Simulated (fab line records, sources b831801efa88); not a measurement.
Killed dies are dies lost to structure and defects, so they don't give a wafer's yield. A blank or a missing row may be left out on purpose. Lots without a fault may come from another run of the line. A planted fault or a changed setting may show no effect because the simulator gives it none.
fab line records | flow sky130
record lots=12 wafers=36 last_day=50
route steps=708 shown FIELD_ISO@16 PWDE@52 NWELL@63
lots that met no fault: from a run of the same line without faults
start_h: hours from the record's first day to the start of the lot's first wafer shown | wait_h: hours since the lot's step before | " the same as in the row above | L1.1+2: a row that stands for several wafers | - no value, or no start given | * or withheld: withheld | < > ~ a bound
route shown NAME@n: a module of which the file shows steps, and the number in the route of the first | usual: mean/standard deviation of fault-free wafers | same: alike in all rows | chamber/n: place in a boat | sites: the reading at each site | _std_site: their standard deviation | _edge_site: outer sites' mean less inner sites' | radius_mm: how far each site lies from the wafer's centre | mask NAME#n: copy n | behind: the tool/chamber that last shaped the wafer | hold: why the lot was held/for how many hours/how that ended | device: the transistor (n, p or np) that didn't switch | end of line: the same wafers' tests at the end of the route | a step without rows: its recipe alone | killed: dies lost to structure and defects at the first sort, not the wafer's yield | map: a wafer's dies, x killed, . not, _ none there
set.NAME: the setting as run; set.NAME@STEP: as run at that earlier step | model.NAME: the simulator's own value behind a step, which no gauge read
steps of the route over a sample of lots; a table a step, a row a wafer
services: from which hour (start_h, from the record's first day; less than 0 if before it) a tool's chamber was out of use, for how many hours, and why
## steps
# step SKY_FIELD_ISO_ETCH_15
# recipe chemistry=CHF3/O2 target_depth_nm=180 stop_on=Si source_w=600 bias_w=200 pressure_mtorr=40 chf3_flow_sccm=50 O2_flow_sccm=5 time_s=72
# usual drypump_motor_current_A=5.5/0.46 oes_product_au=0.937/0.0064 throttle_valve_pct=8.841/0.01
# columns lot.wafer tool chamber start_h wait_h drypump_motor_current_A oes_product_au rf_hours_counter_h throttle_valve_pct
L220.2 rie_diel-02 3 35.20 0.0 5.4 0.930 109 8.858
L220.5 " 1 " " 5.1 0.935 - 8.836
L220.6 " 0 " " 6.0 0.942 - 8.844
L221.2 rie_diel-03 2 38.65 0.0 4.9 0.942 2 8.854
L221.4 " 3 " " 5.1 0.943 77 8.838
L221.5 " 0 " " 5.8 0.939 - 8.847
L223.2 rie_diel-02 2 49.91 0.0 6.4 0.945 47 8.830
L223.4 " 3 " " 5.4 0.939 109 8.834
L223.6 " 2 " " 6.4 0.948 - 8.849
L224.1 rie_diel-02 2 55.31 0.0 6.4 0.939 47 8.840
L224.3 " 3 " " 5.4 0.930 109 8.827
L224.6 " 3 " " 5.4 0.923 - 8.843
L225.1 rie_diel-01 3 61.15 0.0 5.5 0.933 85 8.853
L225.2 " 1 " " 5.7 0.927 8 8.846
L225.5 " 0 " " 5.8 0.941 - 8.823
L226.1 rie_diel-03 1 64.12 0.0 5.1 0.938 131 8.853
L226.2 " 3 " " 5.1 0.939 77 8.859
L226.6 " 2 " " 4.9 0.943 - 8.833
L227.1 rie_diel-02 0 70.86 0.0 6.0 0.946 58 8.842
L227.4 " 3 " " 5.4 0.934 109 8.837
L227.6 " 2 " " 6.3 0.936 - 8.835
L236.1 rie_diel-02 0 122.26 0.0 5.9 0.934 60 8.837
L236.3 " 3 " " 5.4 0.940 110 8.842
L236.4 " 2 " " 6.4 0.949 49 8.850
L237.3 rie_diel-02 3 126.06 0.0 5.4 0.934 110 8.813
L237.4 " 1 " " 5.2 0.941 60 8.847
L237.5 " 0 " " 5.9 0.931 - 8.845
L239.1 rie_diel-03 3 131.17 0.0 5.1 0.942 78 8.847
L239.5 " 3 " " 5.1 0.941 - 8.836
L239.6 " 0 " " 5.8 0.939 - 8.846
L240.3 rie_diel-02 0 137.22 0.0 5.9 0.941 60 8.848
L240.4 " 3 " " 5.4 0.942 110 8.837
L240.5 " 0 " " 5.9 0.933 - 8.855
L242.1 rie_diel-01 1 148.12 0.0 5.6 0.930 9 8.822
L242.3 " 0 " " 5.8 0.926 12 8.828
L242.5 " 1 " " 5.7 0.931 - 8.841
# step SKY_PWDE_OVL_MEAS_07
# usual PWDE_OVL=-2.0/1.1
# columns lot.wafer tool chamber start_h wait_h PWDE_OVL[nm]
L220.2 overlay-02 - 76.80 - -0.5
L220.5 " - " " -2.5
L220.6 " - " " -1.9
L221.2 overlay-01 - 79.60 - -1.4
L221.4 " - " " 0.3
L221.5 " - " " -1.5
L223.2 overlay-01 - 91.25 - -1.4
L223.4 " - " " -0.9
L223.6 " - " " -2.7
L224.1 overlay-02 - 94.55 - -2.1
L224.3 " - " " -2.0
L224.6 " - " " -2.7
L225.1 overlay-02 - 99.96 - -4.9
L225.2 " - " " -2.6
L225.5 " - " " -2.7
L226.1 overlay-02 - 105.71 - -2.4
L226.2 " - " " -1.4
L226.6 " - " " -1.4
L227.1 overlay-02 - 113.55 - -3.7
L227.4 " - " " -1.4
L227.6 " - " " -0.7
L236.1 overlay-02 - 168.53 - -1.6
L236.3 " - " " -2.9
L236.4 " - " " -4.1
L237.3 overlay-02 - 174.69 - -2.3
L237.4 " - " " -3.2
L237.5 " - " " -3.7
L239.1 overlay-02 - 178.93 - -1.7
L239.5 " - " " -1.6
L239.6 " - " " -1.7
L240.3 overlay-01 - 186.14 - -1.8
L240.4 " - " " -0.5
L240.5 " - " " -0.6
L242.1 overlay-01 - 196.85 - 0.1
L242.3 " - " " -1.5
L242.5 " - " " 0.3
# step SKY_NWELL_OVL_MEAS_10
# usual NWELL_00_OVL=-0.1/1.1
# columns lot.wafer tool chamber start_h wait_h NWELL_00_OVL[nm]
L220.2 overlay-02 - 93.49 - -1.3
L220.5 " - " " -1.0
L220.6 " - " " 0.3
L221.2 overlay-02 - 95.84 - -1.4
L221.4 " - " " -1.3
L221.5 " - " " 0.2
L223.2 overlay-02 - 108.49 - 1.4
L223.4 " - " " 1.6
L223.6 " - " " -2.1
L224.1 overlay-02 - 111.16 - 1.2
L224.3 " - " " 1.1
L224.6 " - " " 0.6
L225.1 overlay-01 - 118.21 - -0.5
L225.2 " - " " 1.4
L225.5 " - " " 0.5
L226.1 overlay-01 - 123.81 - 1.6
L226.2 " - " " -0.9
L226.6 " - " " -1.3
L227.1 overlay-01 - 131.23 - -0.3
L227.4 " - " " 0.5
L227.6 " - " " -0.1
L236.1 overlay-01 - 188.93 - 0.4
L236.3 " - " " -1.0
L236.4 " - " " -0.6
L237.3 overlay-02 - 196.40 - -1.4
L237.4 " - " " -0.4
L237.5 " - " " 0.5
L239.1 overlay-01 - 199.78 - -0.8
L239.5 " - " " -0.4
L239.6 " - " " -0.5
L240.3 overlay-02 - 207.55 - 0.6
L240.4 " - " " 1.4
L240.5 " - " " 0.4
L242.1 overlay-01 - 219.28 - 0.1
L242.3 " - " " 1.9
L242.5 " - " " 1.5
# step SKY_NWELL_IMPLANT_11
# recipe species=P energy_kev=400 dose_cm2=1.9e+13 tilt_deg=withheld
# usual beam_energy_keV=399.98/0.11 dose_ions_cm2=1.9001e+13/1.8e+10
# columns lot.wafer tool chamber start_h wait_h beam_energy_keV dose_ions_cm2
L220.2 implanter-04 0 93.54 0.0 400.11 1.8963e+13
L220.5 " 0 " " 400.11 1.8997e+13
L220.6 " 0 " " 400.06 1.8972e+13
L221.2 implanter-02 0 95.90 0.0 399.96 1.9009e+13
L221.4 " 0 " " 399.73 1.8977e+13
L221.5 " 0 " " 399.98 1.8983e+13
L223.2 implanter-04 0 108.54 0.0 399.86 1.8985e+13
L223.4 " 0 " " 399.89 1.9014e+13
L223.6 " 0 " " 400.06 1.9007e+13
L224.1 implanter-04 0 111.29 0.1 399.99 1.9003e+13
L224.3 " 0 " " 399.90 1.9019e+13
L224.6 " 0 " " 400.06 1.9025e+13
L225.1 implanter-02 0 118.25 0.0 400.01 1.8982e+13
L225.2 " 0 " " 400.11 1.8987e+13
L225.5 " 0 " " 400.00 1.8987e+13
L226.1 implanter-04 0 123.84 0.0 399.78 1.9764e+13
L226.2 " 0 " " 399.95 1.9771e+13
L226.6 " 0 " " 399.95 1.9744e+13
L227.1 implanter-04 0 131.27 0.0 399.83 1.9757e+13
L227.4 " 0 " " 399.89 1.9752e+13
L227.6 " 0 " " 400.02 1.9741e+13
L236.1 implanter-01 0 188.97 0.0 399.79 1.9029e+13
L236.3 " 0 " " 400.01 1.8991e+13
L236.4 " 0 " " 399.88 1.9011e+13
L237.3 implanter-02 0 196.47 0.1 399.78 1.8972e+13
L237.4 " 0 " " 399.78 1.8999e+13
L237.5 " 0 " " 400.01 1.8991e+13
L239.1 implanter-01 0 199.82 0.0 400.11 1.9051e+13
L239.5 " 0 " " 400.10 1.9027e+13
L239.6 " 0 " " 400.11 1.9039e+13
L240.3 implanter-02 0 207.62 0.1 400.06 1.8972e+13
L240.4 " 0 " " 400.04 1.8991e+13
L240.5 " 0 " " 400.07 1.9005e+13
L242.1 implanter-02 0 219.32 0.0 399.82 1.9e+13
L242.3 " 0 " " 399.77 1.8981e+13
L242.5 " 0 " " 399.77 1.8982e+13
# step SKY_NWELL_TW_MEAS_15
# usual NWELL_TW=1821/8.7
# columns lot.wafer tool chamber start_h wait_h NWELL_TW
L220.2 film_metro-03 - 94.08 0.1 1823
L220.5 " - " " 1817
L220.6 " - " " 1817
L221.2 film_metro-02 - 96.43 0.1 1821
L221.4 " - " " 1828
L221.5 " - " " 1819
L223.2 film_metro-03 - 109.08 0.1 1815
L223.4 " - " " 1817
L223.6 " - " " 1812
L224.1 film_metro-03 - 111.84 0.1 1823
L224.3 " - " " 1827
L224.6 " - " " 1825
L225.1 film_metro-03 - 118.80 0.1 1812
L225.2 " - " " 1811
L225.5 " - " " 1805
L226.1 film_metro-04 - 124.39 0.1 1859
L226.2 " - " " 1846
L226.6 " - " " 1854
L227.1 film_metro-03 - 131.82 0.1 1854
L227.4 " - " " 1833
L227.6 " - " " 1837
L236.1 film_metro-02 - 189.52 0.1 1822
L236.3 " - " " 1820
L236.4 " - " " 1820
L237.3 film_metro-04 - 196.99 0.1 1814
L237.4 " - " " 1821
L237.5 " - " " 1819
L239.1 film_metro-03 - 200.37 0.1 1831
L239.5 " - " " 1822
L239.6 " - " " 1828
L240.3 film_metro-03 - 208.14 0.1 1830
L240.4 " - " " 1838
L240.5 " - " " 1819
L242.1 film_metro-04 - 219.87 0.1 1811
L242.3 " - " " 1814
L242.5 " - " " 1810
# step SKY_NWELL_RS_MEAS_29
# recipe thk_meas_gauge=four-point-probe
# usual NWELL_RS=625.5/1.9
# columns lot.wafer tool chamber start_h wait_h NWELL_RS[ohm/sq]
L220.2 film_metro-04 - 111.03 0.1 625.2
L220.5 " - " " 626.1
L220.6 " - " " 626.9
L221.2 film_metro-02 - 114.35 0.1 625.4
L221.4 " - " " 623.1
L221.5 " - " " 625.5
L223.2 film_metro-02 - 127.90 0.1 625.0
L223.4 " - " " 624.5
L223.6 " - " " 625.0
L224.1 film_metro-03 - 130.43 0.1 623.6
L224.3 " - " " 623.1
L224.6 " - " " 623.8
L225.1 film_metro-04 - 138.03 0.1 626.6
L225.2 " - " " 627.9
L225.5 " - " " 624.6
L226.1 film_metro-04 - 143.93 0.1 612.5
L226.2 " - " " 611.4
L226.6 " - " " 612.4
L227.1 film_metro-04 - 151.36 0.1 613.2
L227.4 " - " " 612.9
L227.6 " - " " 612.3
L236.1 film_metro-04 - 212.03 0.1 624.5
L236.3 " - " " 624.9
L236.4 " - " " 624.6
L237.3 film_metro-03 - 219.24 0.1 625.2
L237.4 " - " " 625.3
L237.5 " - " " 625.1
L239.1 film_metro-03 - 222.73 0.1 628.2
L239.5 " - " " 626.5
L239.6 " - " " 625.5
L240.3 film_metro-04 - 231.37 0.1 625.7
L240.4 " - " " 625.7
L240.5 " - " " 627.3
L242.1 film_metro-02 - 243.08 0.1 624.6
L242.3 " - " " 623.5
L242.5 " - " " 623.4
## services
# columns tool chamber start_h hours kind
rie_diel-03 1 12.91 6.5 repair
rie_diel-03 - 17.84 1.5 repair
implanter-02 - 18.49 1.0 repair
implanter-01 - 18.50 3.6 repair
rie_diel-03 1 39.21 5.5 repair
rie_diel-01 2 40.41 7.6 repair
implanter-02 - 41.77 9.3 repair
rie_diel-02 3 83.17 7.8 repair
implanter-01 - 106.78 44.9 pm
rie_diel-01 3 128.06 21.2 repair
rie_diel-01 0 139.73 7.6 repair
rie_diel-01 1 150.06 3.9 repair
rie_diel-01 0 152.94 21.1 repair
rie_diel-02 3 154.83 8.0 repair
rie_diel-03 0 155.03 - clean
rie_diel-02 2 156.55 6.2 repair
implanter-01 - 161.37 3.1 pm
rie_diel-03 3 163.64 5.7 repair
implanter-02 - 163.65 2.7 pm
implanter-01 - 164.76 1.0 repair
implanter-04 - 187.33 6.3 pm
rie_diel-03 - 191.81 2.8 pm
rie_diel-02 1 196.56 15.1 repair
rie_diel-02 2 219.36 24.7 repair
## key
first_sign step=SKY_NWELL_IMPLANT_11 reading=dose_ions_cm2 direction=up sigmas=42 usual=* struck=*
effect step=SKY_NWELL_TW_MEAS_15 reading=NWELL_TW direction=up sigmas=3 usual=1821 struck=1847
effect step=SKY_NWELL_RS_MEAS_29 reading=NWELL_RS direction=down sigmas=6.9 usual=625.5 struck=612.4
met_at SKY_NWELL_IMPLANT_11
struck_lots L226,L227
tester_left_out L226,L227
not_acting_at SKY_FIELD_ISO_ETCH_15,SKY_PWDE_OVL_MEAS_07,SKY_NWELL_OVL_MEAS_10
onset_between 111.29 123.84
fault kind=process_parameter_drift tool=implanter-04 chamber=- onset_h=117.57 steps=SKY_NWELL_IMPLANT_11 channel=dose_cm2 offset=* shape=step end_h=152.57 acts_in=* stated=*
# tester_left_out: of these lots the tester's yield and bins aren't shown, on N5 and GAA mostly nor the transistor test; their killed dies are dies lost to structure and defects alone, not to doping, threshold or leakage, so they don't give the yield
